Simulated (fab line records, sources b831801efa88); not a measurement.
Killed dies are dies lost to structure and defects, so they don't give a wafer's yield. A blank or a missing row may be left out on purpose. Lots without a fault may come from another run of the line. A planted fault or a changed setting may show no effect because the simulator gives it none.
fab line records | flow sky130
record lots=13 wafers=39 last_day=50
route steps=708 shown SONOS_TUNNEL@162 RES_PROTECT@206 POLY_GATE@229 PAD_OPEN@708
lots that met no fault: from a run of the same line without faults
start_h: hours from the record's first day to the start of the lot's first wafer shown | wait_h: hours since the lot's step before | " the same as in the row above | L1.1+2: a row that stands for several wafers | - no value, or no start given | * or withheld: withheld | < > ~ a bound
route shown NAME@n: a module of which the file shows steps, and the number in the route of the first | usual: mean/standard deviation of fault-free wafers | same: alike in all rows | chamber/n: place in a boat | sites: the reading at each site | _std_site: their standard deviation | _edge_site: outer sites' mean less inner sites' | radius_mm: how far each site lies from the wafer's centre | mask NAME#n: copy n | behind: the tool/chamber that last shaped the wafer | hold: why the lot was held/for how many hours/how that ended | device: the transistor (n, p or np) that didn't switch | end of line: the same wafers' tests at the end of the route | a step without rows: its recipe alone | killed: dies lost to structure and defects at the first sort, not the wafer's yield | map: a wafer's dies, x killed, . not, _ none there
set.NAME: the setting as run; set.NAME@STEP: as run at that earlier step | model.NAME: the simulator's own value behind a step, which no gauge read
steps of the route over a sample of lots; a table a step, a row a wafer
services: from which hour (start_h, from the record's first day; less than 0 if before it) a tool's chamber was out of use, for how many hours, and why
## steps
# step SKY_SONOS_TUNNEL_OVL_MEAS_08
# usual SONOS_TUNNEL_OVL=0.2/1.2
# columns lot.wafer tool chamber start_h wait_h SONOS_TUNNEL_OVL[nm]
L741.2 overlay-02 - 247.52 0.1 1.5
L741.4 " - " " -0.5
L741.5 " - " " 1.6
L743.1 overlay-02 - 263.26 0.1 -0.2
L743.2 " - " " 0.0
L743.6 " - " " -0.7
L745.2 overlay-01 - 286.77 0.1 -3.5
L745.5 " - " " -0.9
L745.6 " - " " -1.5
L746.1 overlay-02 - 289.81 0.1 1.4
L746.3 " - " " 1.2
L746.6 " - " " 0.7
L751.1 overlay-02 - 336.96 0.1 1.9
L751.3 " - " " -0.1
L751.5 " - " " -1.3
L752.3 overlay-02 - 351.67 0.1 0.6
L752.4 " - " " 1.2
L752.6 " - " " 1.3
L753.1 overlay-02 - 360.88 0.1 -0.2
L753.2 " - " " -1.1
L753.5 " - " " -0.8
L755.1 overlay-02 - 367.46 0.1 0.0
L755.4 " - " " 0.0
L755.5 " - " " 0.3
L756.1 overlay-02 - 372.64 0.1 0.9
L756.4 " - " " -1.0
L756.5 " - " " -1.6
L757.3 overlay-01 - 382.07 0.1 1.1
L757.5 " - " " 0.2
L757.6 " - " " 1.6
L758.2 overlay-01 - 389.37 0.1 1.4
L758.3 " - " " 0.4
L758.6 " - " " 0.0
L761.3 overlay-01 - 411.91 0.1 0.4
L761.5 " - " " 1.3
L761.6 " - " " -0.7
L764.2 overlay-02 - 432.46 0.1 0.8
L764.4 " - " " 0.7
L764.5 " - " " 1.2
# step SKY_RES_PROTECT_DEHYDRATE_00
# recipe temp_c=200 time_s=60
# usual heater_power_total_W=160.36/0.13 plate_temp_C=199.97/0.16
# columns lot.wafer tool chamber start_h wait_h heater_power_total_W plate_temp_C
L741.2 litho_track-01 0 323.56 12.1 160.33 199.74
L741.4 " 0 " " 160.47 200.01
L741.5 " 0 " " 160.35 199.94
L743.1 litho_track-01 0 344.54 13.5 157.16 196.89
L743.2 " 0 " " 156.97 196.80
L743.6 " 0 " " 156.91 196.91
L745.2 litho_track-03 0 365.05 13.4 160.24 199.94
L745.5 " 0 " " 160.37 200.04
L745.6 " 0 " " 160.34 200.09
L746.1 litho_track-01 0 370.49 13.9 157.35 196.62
L746.3 " 0 " " 156.95 196.79
L746.6 " 0 " " 157.04 196.72
L751.1 litho_track-01 0 424.64 14.3 160.30 200.19
L751.3 " 0 " " 160.65 199.99
L751.5 " 0 " " 160.20 200.18
L752.3 litho_track-03 0 435.97 14.7 160.35 199.67
L752.4 " 0 " " 160.38 200.03
L752.6 " 0 " " 160.36 199.98
L753.1 litho_track-01 0 444.24 14.6 160.36 199.99
L753.2 " 0 " " 160.44 199.93
L753.5 " 0 " " 160.36 199.81
L756.1 litho_track-04 0 479.84 14.3 160.41 200.05
L756.4 " 0 " " 160.27 200.13
L756.5 " 0 " " 160.49 200.08
L758.2 litho_track-01 0 481.06 14.3 160.41 200.03
L758.3 " 0 " " 160.51 199.93
L758.6 " 0 " " 160.20 199.79
L755.1 litho_track-04 0 481.39 14.7 160.54 199.97
L755.4 " 0 " " 160.39 200.24
L755.5 " 0 " " 160.53 199.96
L757.3 litho_track-03 0 481.67 14.9 160.40 200.01
L757.5 " 0 " " 160.16 200.09
L757.6 " 0 " " 160.39 199.98
L761.3 litho_track-01 0 498.74 14.7 160.14 200.15
L761.5 " 0 " " 160.32 199.94
L761.6 " 0 " " 160.42 199.69
L764.2 litho_track-04 0 522.96 14.9 160.41 199.78
L764.4 " 0 " " 160.60 199.88
L764.5 " 0 " " 160.49 199.95
# step SKY_POLY_GATE_ETCH_15
# recipe chemistry=N2/H2 target=BARC ion_energy_ev=200 source_w=500 bias_w=100 pressure_mtorr=30 n2_flow_sccm=100 h2_flow_sccm=200 stop_on=SiO2 time_s=118.5 target_depth_a=1100
# usual drypump_motor_current_A=5.5/0.42 oes_product_au=0.716/0.0049 throttle_valve_pct=13.214/0.0094
# columns lot.wafer tool chamber start_h wait_h drypump_motor_current_A oes_product_au rf_hours_counter_h throttle_valve_pct
L741.2 rie_diel-04 2 368.13 0.0 5.3 0.712 6 13.201
L741.4 " 1 " " 5.7 0.707 1 13.223
L741.5 " 0 " " 5.0 0.717 - 13.219
L743.1 rie_diel-04 2 389.75 0.0 5.3 0.719 6 13.208
L743.2 " 1 " " 5.8 0.713 1 13.212
L743.6 " 1 " " 5.7 0.713 - 13.224
L745.2 rie_diel-04 2 410.74 0.0 5.3 0.719 7 13.217
L745.5 " 0 " " 5.1 0.723 - 13.214
L745.6 " 1 " " 5.8 0.720 - 13.217
L746.1 rie_diel-02 2 418.08 0.0 6.2 0.721 98 13.218
L746.3 " 3 " " 6.0 0.720 3 13.200
L746.6 " 2 " " 6.3 0.716 - 13.206
L751.1 rie_diel-04 1 473.43 0.0 5.7 0.717 3 13.210
L751.3 " 3 " " 5.0 0.718 2 13.209
L751.5 " 2 " " 5.3 0.716 - 13.215
L752.3 rie_diel-02 3 484.19 0.0 6.0 0.724 4 13.201
L752.4 " 3 " " 6.0 0.715 - 13.209
L752.6 " 0 " " 5.9 0.720 - 13.219
L753.1 rie_diel-02 0 494.23 0.0 5.9 0.709 75 13.213
L753.2 " 1 " " 5.4 0.713 4 13.208
L753.5 " 1 " " 5.4 0.709 - 13.216
L756.1 rie_diel-03 2 528.34 0.0 5.1 0.713 15 13.209
L756.4 " 3 " " 5.4 0.717 4 13.224
L756.5 " 1 " " 5.4 0.719 - 13.217
L758.2 rie_diel-04 1 530.68 0.0 5.8 0.710 4 13.221
L758.3 " 3 " " 5.0 0.711 3 13.218
L758.6 " 2 " " 5.2 0.710 - 13.201
L757.3 rie_diel-03 3 530.95 0.0 5.4 0.715 4 13.227
L757.5 " 1 " " 5.4 0.719 - 13.224
L757.6 " 0 " " 5.9 0.720 - 13.218
L755.1 rie_diel-02 2 531.42 0.0 6.2 0.720 1 13.219
L755.4 " 3 " " 6.0 0.717 5 13.214
L755.5 " 1 " " 5.4 0.710 - 13.205
L761.3 rie_diel-04 2 545.73 0.0 5.3 0.712 10 13.221
L761.5 " 2 " " 5.3 0.716 - 13.230
L761.6 " 3 " " 5.0 0.712 - 13.229
L764.2 rie_diel-03 1 570.48 0.0 5.4 0.716 2 13.188
L764.4 " 3 " " 5.4 0.721 5 13.206
L764.5 " 2 " " 5.1 0.717 - 13.217
# step SKY_POLY_GATE_THK_MEAS_21
# recipe reads=SiO2_of_POLY_GATE_OXIDATION_20
# usual POLY_GATE_OXIDATION_THK=4.01/0.089
# columns lot.wafer tool chamber start_h wait_h POLY_GATE_OXIDATION_THK[nm]
L741.2 film_metro-03 - 375.15 0.0 4.20
L741.4 " - " " 4.14
L741.5 " - " " 4.11
L743.1 film_metro-02 - 393.13 0.0 4.15
L743.2 " - " " 4.15
L743.6 " - " " 4.17
L745.2 film_metro-02 - 412.39 0.0 3.94
L745.5 " - " " 3.88
L745.6 " - " " 3.82
L746.1 film_metro-01 - 419.87 0.0 3.85
L746.3 " - " " 3.85
L746.6 " - " " 3.89
L751.1 film_metro-03 - 475.07 0.0 3.89
L751.3 " - " " 3.95
L751.5 " - " " 3.98
L752.3 film_metro-03 - 485.86 0.0 3.91
L752.4 " - " " 3.94
L752.6 " - " " 3.92
L753.1 film_metro-01 - 495.87 0.0 4.02
L753.2 " - " " 4.00
L753.5 " - " " 3.96
L756.1 film_metro-02 - 529.98 0.0 4.04
L756.4 " - " " 3.97
L756.5 " - " " 4.01
L758.2 film_metro-02 - 532.33 0.0 4.03
L758.3 " - " " 4.03
L758.6 " - " " 4.00
L757.3 film_metro-02 - 532.83 0.0 4.02
L757.5 " - " " 4.04
L757.6 " - " " 4.06
L755.1 film_metro-03 - 533.57 0.0 4.16
L755.4 " - " " 4.04
L755.5 " - " " 4.18
L761.3 film_metro-01 - 548.51 0.0 4.01
L761.5 " - " " 3.94
L761.6 " - " " 4.00
L764.2 film_metro-01 - 575.19 0.0 3.96
L764.4 " - " " 3.93
L764.5 " - " " 4.08
# step SKY_PAD_OPEN_PROBE_99
# usual killed_at_M0_to_M3=43/7.7 killed_at_M4_up=3.4/1.9 killed_at_contacts=25/5.6 killed_at_front_end=14/4.3 killed_at_other=0.2/0.5 killed_dies=86/10 killed_open=47/7.2 killed_short=39/6.7
# same gross_dies=492 killed_at_back_side=0
# columns lot.wafer tool chamber start_h wait_h killed_at_M0_to_M3 killed_at_M4_up killed_at_contacts killed_at_front_end killed_at_other killed_dies killed_open killed_short
L741.2 prober-02 - 1078.20 0.1 48 4 16 13 1 82 45 37
L741.4 prober-02 - 1078.30 0.2 37 5 20 11 2 75 45 30
L741.5 prober-02 - 1078.35 0.2 35 2 16 6 0 59 28 31
L743.1 prober-02 - 1088.15 0.1 51 3 32 14 0 100 60 40
L743.2 prober-02 - 1088.20 0.1 48 5 25 9 0 87 46 41
L743.6 prober-02 - 1088.40 0.2 36 0 32 11 0 79 46 33
L745.2 prober-02 - 1105.40 0.1 47 3 29 10 0 89 49 40
L745.5 prober-02 - 1105.55 0.2 34 2 22 15 0 73 36 37
L745.6 prober-02 - 1105.60 0.2 49 6 32 12 0 99 63 36
L746.1 prober-01 - 1109.11 0.1 46 3 18 11 0 78 40 38
L746.3 prober-01 - 1109.21 0.2 44 2 34 11 0 91 55 36
L746.6 prober-01 - 1109.36 0.2 35 2 18 8 0 63 32 31
L751.1 prober-02 - 1143.14 0.1 41 1 17 15 0 74 40 34
L751.3 prober-02 - 1143.24 0.2 40 4 32 16 0 92 51 41
L751.5 prober-02 - 1143.34 0.2 37 2 24 8 0 71 37 34
L752.3 prober-01 - 1153.31 0.2 35 5 14 7 1 62 33 29
L752.4 prober-01 - 1153.36 0.2 39 4 19 13 0 75 44 31
L752.6 prober-01 - 1153.46 0.2 30 1 20 14 1 66 42 24
L753.1 prober-02 - 1154.39 0.1 39 2 29 12 0 82 46 36
L753.2 prober-02 - 1154.44 0.1 43 4 35 10 0 92 53 39
L753.5 prober-02 - 1154.59 0.2 48 5 18 17 0 88 49 39
L756.1 prober-02 - 1174.90 0.1 44 0 23 13 0 80 46 34
L756.4 prober-02 - 1175.05 0.2 73 8 27 16 0 124 62 62
L756.5 prober-02 - 1175.10 0.2 57 2 19 15 0 93 41 52
L758.2 prober-01 - 1178.05 0.1 55 5 34 13 0 107 57 50
L758.3 prober-01 - 1178.10 0.2 41 6 29 15 0 91 50 41
L758.6 prober-01 - 1178.25 0.2 43 4 23 15 0 85 44 41
L755.1 prober-02 - 1178.29 0.1 55 3 20 12 0 90 47 43
L755.4 prober-02 - 1178.44 0.2 40 5 28 18 0 91 45 46
L755.5 prober-02 - 1178.49 0.2 43 2 32 16 0 93 48 45
L757.3 prober-01 - 1179.60 0.2 39 4 25 13 1 82 46 36
L757.5 prober-01 - 1179.70 0.2 50 2 28 21 1 102 52 50
L757.6 prober-01 - 1179.75 0.2 40 4 19 15 0 78 46 32
L761.3 prober-02 - 1189.45 0.2 42 4 24 14 0 84 39 45
L761.5 prober-02 - 1189.55 0.2 42 5 26 7 0 80 46 34
L761.6 prober-02 - 1189.60 0.2 46 3 20 19 0 88 57 31
L764.2 prober-01 - 1204.00 0.1 34 2 20 14 0 70 43 27
L764.4 prober-01 - 1204.10 0.2 38 3 26 19 0 86 54 32
L764.5 prober-01 - 1204.15 0.2 47 3 31 13 0 94 44 50
# killed by level:class
L741.2 VIA2:geometric_particle:open=9 VIA1:geometric_particle:open=9 METAL1:geometric_particle:short=6 VIA3:geometric_particle:short=6 VIA3:geometric_particle:open=6 LI_CONTACT:geometric_particle:open=5 CONTACT:geometric_particle:open=5 FIELD_ISO:geometric_particle:open=4
L741.4 VIA2:geometric_particle:open=10 CONTACT:geometric_particle:open=9 VIA3:geometric_particle:open=7 METAL1:geometric_particle:short=5 FIELD_ISO:geometric_particle:short=4 CONTACT:geometric_particle:short=4 VIA1:geometric_particle:short=4 LI_CONTACT:geometric_particle:open=3
L741.5 METAL2:geometric_particle:short=7 CONTACT:geometric_particle:short=6 CONTACT:geometric_particle:open=6 VIA3:geometric_particle:open=6 VIA1:geometric_particle:open=4 VIA1:geometric_particle:short=4 METAL3:geometric_particle:short=4 FIELD_ISO:geometric_particle:open=2
L743.1 CONTACT:geometric_particle:open=11 LI_CONTACT:geometric_particle:open=10 VIA3:geometric_particle:open=10 VIA2:geometric_particle:open=9 LOCAL_INTERCONNECT:geometric_particle:short=8 VIA1:geometric_particle:open=6 VIA1:geometric_particle:short=5 VIA3:geometric_particle:short=5
L743.2 VIA2:geometric_particle:open=10 VIA1:geometric_particle:open=9 CONTACT:geometric_particle:open=8 METAL1:geometric_particle:short=7 CONTACT:geometric_particle:short=6 LI_CONTACT:geometric_particle:open=5 METAL4:geometric_particle:short=4 METAL2:geometric_particle:short=4
L743.6 VIA2:geometric_particle:open=10 LI_CONTACT:geometric_particle:open=9 CONTACT:geometric_particle:open=9 LI_CONTACT:geometric_particle:short=7 VIA1:geometric_particle:open=5 POLY_GATE:geometric_particle:short=4 CONTACT:geometric_particle:short=4 VIA1:geometric_particle:short=4
L745.2 CONTACT:geometric_particle:open=13 VIA3:geometric_particle:open=10 LI_CONTACT:geometric_particle:open=6 VIA2:geometric_particle:short=6 VIA1:geometric_particle:open=5 VIA3:geometric_particle:short=5 VIA1:geometric_particle:short=5 FIELD_ISO:geometric_particle:short=4
L745.5 CONTACT:geometric_particle:open=9 VIA3:geometric_particle:open=9 METAL1:geometric_particle:short=8 CONTACT:geometric_particle:short=6 LOCAL_INTERCONNECT:geometric_particle:short=5 POLY_GATE:geometric_particle:open=4 POLY_GATE:geometric_particle:short=4 FIELD_ISO:geometric_particle:open=3
L745.6 VIA1:geometric_particle:open=22 CONTACT:geometric_particle:open=12 CONTACT:geometric_particle:short=8 LI_CONTACT:geometric_particle:open=6 FIELD_ISO:geometric_particle:open=5 LI_CONTACT:geometric_particle:short=4 VIA2:geometric_particle:short=4 VIA2:geometric_particle:open=4
L746.1 VIA1:geometric_particle:open=9 CONTACT:geometric_particle:open=9 VIA3:geometric_particle:open=8 POLY_GATE:geometric_particle:short=7 VIA2:geometric_particle:open=6 METAL2:geometric_particle:short=5 VIA3:geometric_particle:short=5 LOCAL_INTERCONNECT:geometric_particle:short=4
L746.3 VIA1:geometric_particle:open=13 CONTACT:geometric_particle:open=11 LI_CONTACT:geometric_particle:open=9 VIA1:geometric_particle:short=7 METAL2:geometric_particle:open=6 LOCAL_INTERCONNECT:geometric_particle:short=5 POLY_GATE:geometric_particle:open=4 LI_CONTACT:geometric_particle:short=4
L746.6 VIA1:geometric_particle:open=12 CONTACT:geometric_particle:open=7 LOCAL_INTERCONNECT:geometric_particle:short=5 POLY_GATE:geometric_particle:short=4 METAL1:geometric_particle:short=4 METAL3:geometric_particle:short=4 CONTACT:geometric_particle:short=3 VIA2:geometric_particle:short=3
L751.1 VIA1:geometric_particle:open=13 VIA3:geometric_particle:open=5 FIELD_ISO:geometric_particle:open=5 LI_CONTACT:geometric_particle:open=5 LI_CONTACT:geometric_particle:short=5 LOCAL_INTERCONNECT:geometric_particle:short=4 VIA1:geometric_particle:short=4 METAL2:geometric_particle:open=4
L751.3 LI_CONTACT:geometric_particle:open=10 CONTACT:geometric_particle:open=10 VIA1:geometric_particle:open=9 FIELD_ISO:geometric_particle:short=6 VIA1:geometric_particle:short=5 METAL2:geometric_particle:short=5 VIA2:geometric_particle:open=5 LOCAL_INTERCONNECT:geometric_particle:short=4
L751.5 CONTACT:geometric_particle:open=10 VIA2:geometric_particle:open=9 VIA1:geometric_particle:short=6 LI_CONTACT:geometric_particle:open=5 METAL2:geometric_particle:short=5 LI_CONTACT:geometric_particle:short=4 VIA1:geometric_particle:open=4 VIA2:geometric_particle:short=4
L752.3 VIA1:geometric_particle:open=6 VIA3:geometric_particle:open=6 VIA2:geometric_particle:open=6 LI_CONTACT:geometric_particle:open=5 VIA1:geometric_particle:short=5 LOCAL_INTERCONNECT:geometric_particle:short=4 POLY_GATE:geometric_particle:short=3 METAL2:geometric_particle:short=3
L752.4 VIA1:geometric_particle:open=14 VIA1:geometric_particle:short=8 CONTACT:geometric_particle:open=6 VIA3:geometric_particle:open=6 FIELD_ISO:geometric_particle:open=4 FIELD_ISO:geometric_particle:short=4 LI_CONTACT:geometric_particle:open=4 CONTACT:geometric_particle:short=4
L752.6 VIA1:geometric_particle:open=9 LI_CONTACT:geometric_particle:open=8 CONTACT:geometric_particle:open=8 FIELD_ISO:geometric_particle:short=5 METAL1:geometric_particle:short=4 VIA2:geometric_particle:open=4 METAL3:geometric_particle:short=4 POLY_CUT:geometric_particle:open=3
L753.1 CONTACT:geometric_particle:open=11 VIA1:geometric_particle:open=9 LI_CONTACT:geometric_particle:open=8 VIA3:geometric_particle:open=6 METAL2:geometric_particle:short=6 FIELD_ISO:geometric_particle:short=5 VIA2:geometric_particle:open=5 LI_CONTACT:geometric_particle:short=4
L753.2 VIA1:geometric_particle:open=13 LI_CONTACT:geometric_particle:open=12 CONTACT:geometric_particle:open=9 VIA1:geometric_particle:short=7 CONTACT:geometric_particle:short=6 VIA2:geometric_particle:open=5 LOCAL_INTERCONNECT:geometric_particle:short=4 METAL4:geometric_particle:short=4
L753.5 VIA1:geometric_particle:open=11 LI_CONTACT:geometric_particle:open=8 VIA3:geometric_particle:open=8 VIA2:geometric_particle:open=8 CONTACT:geometric_particle:open=6 METAL1:geometric_particle:short=6 FIELD_ISO:geometric_particle:open=4 VIA1:geometric_particle:short=4
L756.1 VIA3:geometric_particle:open=9 LI_CONTACT:geometric_particle:open=7 CONTACT:geometric_particle:open=7 VIA2:geometric_particle:open=7 VIA1:geometric_particle:open=7 METAL1:geometric_particle:short=5 METAL2:geometric_particle:short=5 POLY_GATE:geometric_particle:open=4
L756.4 VIA1:geometric_particle:open=16 METAL2:geometric_particle:short=14 VIA1:geometric_particle:short=14 CONTACT:geometric_particle:open=9 VIA3:geometric_particle:open=8 VIA2:geometric_particle:open=7 FIELD_ISO:geometric_particle:open=6 METAL1:geometric_particle:short=5
L756.5 VIA1:geometric_particle:open=13 VIA1:geometric_particle:short=12 METAL2:geometric_particle:short=9 CONTACT:geometric_particle:open=7 METAL1:geometric_particle:short=7 METAL3:geometric_particle:short=7 FIELD_ISO:geometric_particle:short=6 LOCAL_INTERCONNECT:geometric_particle:short=5
L758.2 VIA1:geometric_particle:open=21 LI_CONTACT:geometric_particle:open=11 LOCAL_INTERCONNECT:geometric_particle:short=10 VIA1:geometric_particle:short=9 VIA2:geometric_particle:open=7 METAL2:geometric_particle:short=6 CONTACT:geometric_particle:open=6 CONTACT:geometric_particle:short=5
L758.3 CONTACT:geometric_particle:open=10 LI_CONTACT:geometric_particle:open=9 VIA3:geometric_particle:open=8 VIA1:geometric_particle:short=8 METAL1:geometric_particle:short=7 VIA1:geometric_particle:open=7 POLY_GATE:geometric_particle:open=6 POLY_GATE:geometric_particle:short=5
L758.6 METAL2:geometric_particle:short=12 CONTACT:geometric_particle:open=11 VIA1:geometric_particle:open=11 LI_CONTACT:geometric_particle:open=6 FIELD_ISO:geometric_particle:short=5 METAL3:geometric_particle:short=5 FIELD_ISO:geometric_particle:open=4 METAL4:geometric_particle:short=4
L755.1 CONTACT:geometric_particle:open=9 VIA2:geometric_particle:open=9 VIA1:geometric_particle:open=7 VIA1:geometric_particle:short=6 METAL1:geometric_particle:short=6 METAL2:geometric_particle:short=6 VIA3:geometric_particle:short=5 VIA3:geometric_particle:open=4
L755.4 CONTACT:geometric_particle:open=10 LI_CONTACT:geometric_particle:open=9 FIELD_ISO:geometric_particle:short=7 METAL1:geometric_particle:short=7 VIA2:geometric_particle:open=7 VIA1:geometric_particle:open=7 VIA1:geometric_particle:short=5 METAL2:geometric_particle:short=5
L755.5 VIA1:geometric_particle:open=12 CONTACT:geometric_particle:open=9 LI_CONTACT:geometric_particle:open=7 VIA1:geometric_particle:short=7 LOCAL_INTERCONNECT:geometric_particle:short=6 CONTACT:geometric_particle:short=5 METAL2:geometric_particle:short=5 FIELD_ISO:geometric_particle:open=4
L757.3 CONTACT:geometric_particle:open=11 VIA1:geometric_particle:open=10 METAL2:geometric_particle:short=10 FIELD_ISO:geometric_particle:open=6 VIA2:geometric_particle:open=5 CONTACT:geometric_particle:short=4 VIA3:geometric_particle:open=4 FIELD_ISO:geometric_particle:short=3
L757.5 CONTACT:geometric_particle:open=13 METAL1:geometric_particle:short=8 POLY_GATE:geometric_particle:short=7 VIA1:geometric_particle:open=7 METAL2:geometric_particle:short=7 VIA3:geometric_particle:open=7 VIA2:geometric_particle:open=5 LI_CONTACT:geometric_particle:open=4
L757.6 VIA3:geometric_particle:open=12 VIA1:geometric_particle:open=10 CONTACT:geometric_particle:open=7 FIELD_ISO:geometric_particle:short=6 METAL1:geometric_particle:short=5 CONTACT:geometric_particle:short=4 FIELD_ISO:geometric_particle:open=3 LI_CONTACT:geometric_particle:short=3
L761.3 CONTACT:geometric_particle:open=9 VIA3:geometric_particle:open=7 VIA1:geometric_particle:open=6 METAL2:geometric_particle:short=6 VIA2:geometric_particle:short=6 CONTACT:geometric_particle:short=5 FIELD_ISO:geometric_particle:short=4 LI_CONTACT:geometric_particle:open=4
L761.5 VIA2:geometric_particle:open=12 CONTACT:geometric_particle:open=9 VIA3:geometric_particle:open=8 LOCAL_INTERCONNECT:geometric_particle:short=7 CONTACT:geometric_particle:short=6 METAL2:geometric_particle:short=5 VIA1:geometric_particle:open=5 METAL1:geometric_particle:short=4
L761.6 VIA2:geometric_particle:open=13 VIA1:geometric_particle:open=10 VIA3:geometric_particle:open=9 CONTACT:geometric_particle:open=6 FIELD_ISO:geometric_particle:open=5 POLY_GATE:geometric_particle:short=4 POLY_GATE:geometric_particle:open=4 LI_CONTACT:geometric_particle:open=4
L764.2 LI_CONTACT:geometric_particle:open=11 METAL1:geometric_particle:short=7 VIA1:geometric_particle:open=7 VIA2:geometric_particle:open=7 FIELD_ISO:geometric_particle:short=4 FIELD_ISO:geometric_particle:open=3 POLY_GATE:geometric_particle:open=3 CONTACT:geometric_particle:open=3
L764.4 CONTACT:geometric_particle:open=10 LI_CONTACT:geometric_particle:open=9 VIA2:geometric_particle:open=8 VIA3:geometric_particle:open=7 FIELD_ISO:geometric_particle:short=5 VIA1:geometric_particle:open=5 VIA2:geometric_particle:short=3 CONTACT:geometric_particle:short=3
L764.5 VIA3:geometric_particle:open=10 CONTACT:geometric_particle:open=10 METAL1:geometric_particle:short=9 LOCAL_INTERCONNECT:geometric_particle:short=8 VIA1:geometric_particle:short=7 VIA1:geometric_particle:open=7 CONTACT:geometric_particle:short=6 FIELD_ISO:geometric_particle:short=4
## services
# columns tool chamber start_h hours kind
rie_diel-03 2 306.49 12.2 repair
rie_diel-04 1 311.08 - clean
rie_diel-04 1 311.08 25.7 scheduled_down
rie_diel-04 1 311.08 25.7 vent_cycle
rie_diel-03 - 313.41 1.0 repair
rie_diel-04 3 315.35 4.4 repair
rie_diel-04 3 339.30 - clean
rie_diel-04 3 339.30 22.4 scheduled_down
rie_diel-04 3 339.30 22.4 vent_cycle
rie_diel-02 3 420.57 4.5 repair
rie_diel-03 1 446.12 - clean
rie_diel-03 1 446.12 27.0 scheduled_down
rie_diel-02 2 460.53 - clean
rie_diel-02 2 460.53 24.6 scheduled_down
rie_diel-02 2 460.53 24.6 vent_cycle
rie_diel-03 2 462.86 4.8 repair
rie_diel-03 3 473.99 12.2 repair
rie_diel-03 1 487.60 5.1 repair
rie_diel-02 1 504.73 3.5 repair
rie_diel-02 2 513.66 10.8 repair
rie_diel-04 2 565.90 4.1 repair
rie_diel-02 0 566.85 - clean
rie_diel-02 0 566.85 19.2 scheduled_down
rie_diel-02 0 566.85 19.2 vent_cycle
## key
first_sign step=SKY_RES_PROTECT_DEHYDRATE_00 reading=heater_power_total_W direction=down sigmas=26 usual=* struck=*
effect step=SKY_RES_PROTECT_DEHYDRATE_00 reading=plate_temp_C direction=down sigmas=20 usual=* struck=*
met_at SKY_RES_PROTECT_DEHYDRATE_00
struck_lots L743,L746
tester_left_out L743,L746
not_acting_at SKY_SONOS_TUNNEL_OVL_MEAS_08,SKY_POLY_GATE_ETCH_15,SKY_POLY_GATE_THK_MEAS_21
onset_between 323.56 344.54
fault kind=process_parameter_drift tool=litho_track-01 chamber=- onset_h=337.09 steps=SKY_RES_PROTECT_DEHYDRATE_00 channel=temp_c offset=* shape=step end_h=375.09 acts_in=* stated=*
# tester_left_out: of these lots the tester's yield and bins aren't shown, on N5 and GAA mostly nor the transistor test; their killed dies are dies lost to structure and defects alone, not to doping, threshold or leakage, so they don't give the yield
